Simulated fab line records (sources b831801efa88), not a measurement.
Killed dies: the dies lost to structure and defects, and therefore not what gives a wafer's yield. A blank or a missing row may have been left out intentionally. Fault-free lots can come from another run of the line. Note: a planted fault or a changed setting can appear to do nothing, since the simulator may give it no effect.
Which tool did it? || flow gf180mcu || 12 lots, 36 wafers sampled, at 1 step of a route of 602

WHAT THE GAUGES SHOWED, per wafer
GF_M1_OVL_MEAS_15. Usual: M1_OVL gives 4 nm (standard deviation 5).
{"lot": "L718", "measured": "day 17 00:02", "on": "overlay-02", "M1_OVL (nm)": "3 3 3", "flag": ""}
{"lot": "L721", "measured": "day 18 14:28", "on": "overlay-01", "M1_OVL (nm)": "5 2 9", "flag": ""}
{"lot": "L726", "measured": "day 20 07:07", "on": "overlay-02", "M1_OVL (nm)": "-4 1 5", "flag": ""}
{"lot": "L727", "measured": "day 20 15:56", "on": "overlay-02", "M1_OVL (nm)": "-4 -1 -1", "flag": ""}
{"lot": "L729", "measured": "day 21 05:43", "on": "overlay-01", "M1_OVL (nm)": "0 7 -1", "flag": ""}
{"lot": "L730", "measured": "day 21 14:31", "on": "overlay-02", "M1_OVL (nm)": "-7 3 3", "flag": ""}
{"lot": "L736", "measured": "day 23 12:57", "on": "overlay-02", "M1_OVL (nm)": "6 13 11", "flag": ""}
{"lot": "L737", "measured": "day 24 00:37", "on": "overlay-01", "M1_OVL (nm)": "4 1 15", "flag": ""}
{"lot": "L738", "measured": "day 24 06:00", "on": "overlay-01", "M1_OVL (nm)": "9 3 3", "flag": ""}
{"lot": "L739", "measured": "day 24 17:55", "on": "overlay-01", "M1_OVL (nm)": "-2 0 5", "flag": ""}
{"lot": "L740", "measured": "day 24 23:40", "on": "overlay-01", "M1_OVL (nm)": "15 2 14", "flag": ""}
{"lot": "L741", "measured": "day 25 13:22", "on": "overlay-02", "M1_OVL (nm)": "1 5 7", "flag": ""}

EACH LOT AND THE TOOL THAT RAN IT (in order: tool; ch and the chambers of the sampled wafers; start)
No process step before these readings appears in the record.

WHAT THE TOOLS THEMSELVES READ (means of the sampled wafers that have a number; where no wafer has one, the mark that the record gives instead)
The record holds no such reading with a usual standard deviation.

THE ANSWER, worked out from the rows above alone
Rule: take the mean of a lot's wafers that have a number; if it is more than 3 standard deviations from the usual mean, the lot is off. A lot without any number at a reading at which 4 lots or more have one is off too. Any other lot the step has rows for is counted as sound. The gauges are gone through in route order, then the tools' own readings, and for those a lot's mean is taken as printed above. The first step at which some lot is off is used, and at that step the reading that is off furthest; a lot without a number counts as furthest.
Across all readings shown, no lot is off: no conclusion can be drawn from this.

WHAT THE SIMULATOR PUT IN
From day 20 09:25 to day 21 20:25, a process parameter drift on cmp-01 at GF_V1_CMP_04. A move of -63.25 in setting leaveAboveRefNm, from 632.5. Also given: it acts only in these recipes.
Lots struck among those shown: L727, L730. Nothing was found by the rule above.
